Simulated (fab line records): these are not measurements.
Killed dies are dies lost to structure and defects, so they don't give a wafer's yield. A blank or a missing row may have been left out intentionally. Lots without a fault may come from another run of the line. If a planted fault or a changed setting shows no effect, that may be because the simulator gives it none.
Matching of chambers :: flow sky130 :: SKY_VIA1_CMP_02 on cmp-02 has 4 sister chambers
The step polishes SiO2. 27 wafers are shown with their chamber, then 12 later ones without.

## EACH WAFER AND ITS CHAMBER
wafer: L074.1
chamber: 3
motor current A (A): 10.7

wafer: L074.2
chamber: 1
motor current A (A): 11.8

wafer: L074.4
chamber: 0
motor current A (A): 11.6

wafer: L074.3
chamber: 2
motor current A (A): 10.3

wafer: L074.5
chamber: 2
motor current A (A): 9.7

wafer: L074.6
chamber: 1
motor current A (A): 12.0

wafer: L076.2
chamber: 0
motor current A (A): 11.0

wafer: L076.3
chamber: 2
motor current A (A): 9.9

wafer: L076.5
chamber: 0
motor current A (A): 11.4

wafer: L078.2
chamber: 3
motor current A (A): 10.8

wafer: L078.3
chamber: 2
motor current A (A): 10.2

wafer: L078.4
chamber: 1
motor current A (A): 11.6

wafer: L079.3
chamber: 2
motor current A (A): 9.9

wafer: L079.4
chamber: 3
motor current A (A): 11.4

wafer: L079.5
chamber: 0
motor current A (A): 11.0

wafer: L081.1
chamber: 1
motor current A (A): 12.5

wafer: L081.2
chamber: 0
motor current A (A): 11.8

wafer: L081.3
chamber: 2
motor current A (A): 9.8

wafer: L082.2
chamber: 2
motor current A (A): 9.9

wafer: L082.4
chamber: 1
motor current A (A): 11.6

wafer: L082.6
chamber: 1
motor current A (A): 11.9

wafer: L083.1
chamber: 3
motor current A (A): 10.1

wafer: L083.3
chamber: 2
motor current A (A): 10.5

wafer: L083.5
chamber: 2
motor current A (A): 9.9

wafer: L086.3
chamber: 0
motor current A (A): 11.1

wafer: L086.4
chamber: 3
motor current A (A): 11.2

wafer: L086.5
chamber: 3
motor current A (A): 10.8

SIGNATURES (means of the wafers above)
reading: motor current A
chamber 0: 11.317
chamber 1: 11.900
chamber 2: 10.011
chamber 3: 10.833
scatter within a chamber: 0.342
Rule: a wafer lies at a distance from a chamber equal to the root of the sum of squares, over the readings, of (its reading less the chamber's mean, divided by the reading's scatter). If the next closest chamber is less than 2 further off than the closest, the wafer can't be placed; otherwise it belongs to the closest. The scatter: the root of (the sum of the squares of (reading less its chamber's mean) over the shown wafers, divided by (wafers less chambers)).

## WAFERS WHOSE CHAMBER IS MISSING
wafer: L087.2
motor current A (A): 11.4

wafer: L087.3
motor current A (A): 10.7

wafer: L087.5
motor current A (A): 9.5

wafer: L089.1
motor current A (A): 10.6

wafer: L089.3
motor current A (A): 11.9

wafer: L089.6
motor current A (A): 12.0

wafer: L089.2
motor current A (A): 11.6

wafer: L089.4
motor current A (A): 10.5

wafer: L089.5
motor current A (A): 12.1

wafer: L096.4
motor current A (A): 10.4

wafer: L096.5
motor current A (A): 11.4

wafer: L096.6
motor current A (A): 11.1

## THE CHAMBER EACH PASSED THROUGH
wafer: L087.2
from the rows above: can't be placed: 0 or 1 or 3
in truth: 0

wafer: L087.3
from the rows above: can't be placed: 3 or 0 or 2
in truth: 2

wafer: L087.5
from the rows above: 2
in truth: 2

wafer: L089.1
from the rows above: can't be placed: 3 or 2 or 0
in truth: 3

wafer: L089.3
from the rows above: can't be placed: 1 or 0
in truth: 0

wafer: L089.6
from the rows above: can't be placed: 1 or 0
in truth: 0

wafer: L089.2
from the rows above: can't be placed: 0 or 1 or 3
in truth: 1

wafer: L089.4
from the rows above: can't be placed: 3 or 2 or 0
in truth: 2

wafer: L089.5
from the rows above: can't be placed: 1 or 0
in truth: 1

wafer: L096.4
from the rows above: can't be placed: 2 or 3 or 0
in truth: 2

wafer: L096.5
from the rows above: can't be placed: 0 or 1 or 3
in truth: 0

wafer: L096.6
from the rows above: can't be placed: 0 or 3 or 1
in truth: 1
Placed correctly: 1 of 12. Can't be placed from these rows: 11 (the true chamber is among the candidates in 11). 0 placed wrongly.
